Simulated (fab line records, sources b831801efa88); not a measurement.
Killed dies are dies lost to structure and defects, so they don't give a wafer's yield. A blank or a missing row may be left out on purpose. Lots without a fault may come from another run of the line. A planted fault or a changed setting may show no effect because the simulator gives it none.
Chamber matching | flow gf180mcu | GF_V5_CMP_04 on cmp-01: 4 sister chambers
The step polishes SiO2. 24 wafers are shown with their chamber, then 12 later ones without.

WAFERS WITH THEIR CHAMBER
wafer  | chamber | motor_current_A (A) | slurry_filter_dp_kPa (kPa) | platen_rpm (rpm)
L075.1 | 3       | 11.9                | 13.48                      | 59.95
L075.2 | 0       | 13.8                | 13.68                      | 59.96
L075.4 | 1       | 11.9                | 13.31                      | 60.02
L078.1 | 2       | 11.3                | 13.39                      | 60.01
L078.5 | 0       | 13.9                | 13.39                      | 59.95
L078.6 | 3       | 11.7                | 13.40                      | 60.08
L079.3 | 2       | 10.6                | 13.60                      | 60.05
L079.5 | 0       | 13.3                | 13.54                      | 60.10
L079.6 | 3       | 11.8                | 13.43                      | 59.97
L085.2 | 3       | 12.0                | 13.44                      | 59.93
L085.4 | 2       | 11.0                | 13.63                      | 60.00
L085.6 | 3       | 12.3                | 13.46                      | 59.97
L087.2 | 3       | 11.9                | 13.46                      | 59.93
L087.3 | 1       | 11.4                | 13.54                      | 59.97
L087.5 | 3       | 12.3                | 13.67                      | 59.96
L088.3 | 3       | 12.6                | 13.27                      | 60.07
L088.5 | 2       | 11.0                | 13.51                      | 60.02
L088.6 | 3       | 12.0                | 13.57                      | 60.03
L089.1 | 0       | 13.7                | 13.21                      | 59.94
L089.3 | 3       | 12.0                | 13.30                      | 60.04
L089.6 | 0       | 13.3                | 13.35                      | 59.97
L092.3 | 0       | 13.7                | 13.55                      | 60.04
L092.4 | 3       | 11.9                | 13.41                      | 60.02
L092.5 | 2       | 11.4                | 13.36                      | 59.96

SIGNATURES (means of the wafers above)
reading              | chamber 0 | chamber 1 | chamber 2 | chamber 3 | scatter within a chamber
motor_current_A      | 13.617    | 11.650    | 11.060    | 12.036    | 0.277
slurry_filter_dp_kPa | 13.4533   | 13.4250   | 13.4980   | 13.4445   | 0.132
platen_rpm           | 59.9933   | 59.9950   | 60.0080   | 59.9955   | 0.0525
Rule: a wafer's distance from a chamber is the root of the sum, over the readings, of the square of ((its reading less the chamber's mean) divided by the reading's scatter). The wafer belongs to the nearest chamber; if the next one is less than 2 further off, it can't be placed. The scatter: the root of (the sum of the squares of (reading less its chamber's mean) over the shown wafers, divided by (wafers less chambers)).

WAFERS WITHOUT THEIR CHAMBER
wafer  | motor_current_A (A) | slurry_filter_dp_kPa (kPa) | platen_rpm (rpm)
L093.2 | 13.4                | 13.68                      | 59.92
L093.5 | 11.6                | 13.43                      | 59.97
L093.6 | 11.1                | 13.72                      | 60.03
L094.1 | 14.0                | 13.44                      | 60.04
L094.3 | 12.0                | 13.32                      | 59.97
L094.4 | 11.9                | 13.45                      | 60.00
L095.1 | 12.2                | 13.60                      | 59.99
L095.3 | 10.8                | 13.29                      | 59.96
L095.4 | 13.8                | 13.69                      | 60.02
L097.1 | 11.2                | 13.52                      | 60.02
L097.2 | 11.9                | 13.37                      | 60.02
L097.6 | 12.0                | 13.54                      | 59.97

WHICH CHAMBER EACH WENT THROUGH
wafer  | from the rows above          | in truth
L093.2 | 0                            | 0
L093.5 | can't be placed: 1 or 3 or 2 | 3
L093.6 | can't be placed: 2 or 1      | 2
L094.1 | 0                            | 0
L094.3 | can't be placed: 3 or 1      | 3
L094.4 | can't be placed: 3 or 1      | 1
L095.1 | can't be placed: 3 or 1      | 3
L095.3 | can't be placed: 2 or 1      | 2
L095.4 | 0                            | 0
L097.1 | can't be placed: 2 or 1      | 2
L097.2 | can't be placed: 3 or 1      | 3
L097.6 | can't be placed: 3 or 1      | 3
Placed correctly: 3 of 12. Can't be placed from these rows: 9 (the true chamber is among the candidates in 9). Placed wrongly: 0.
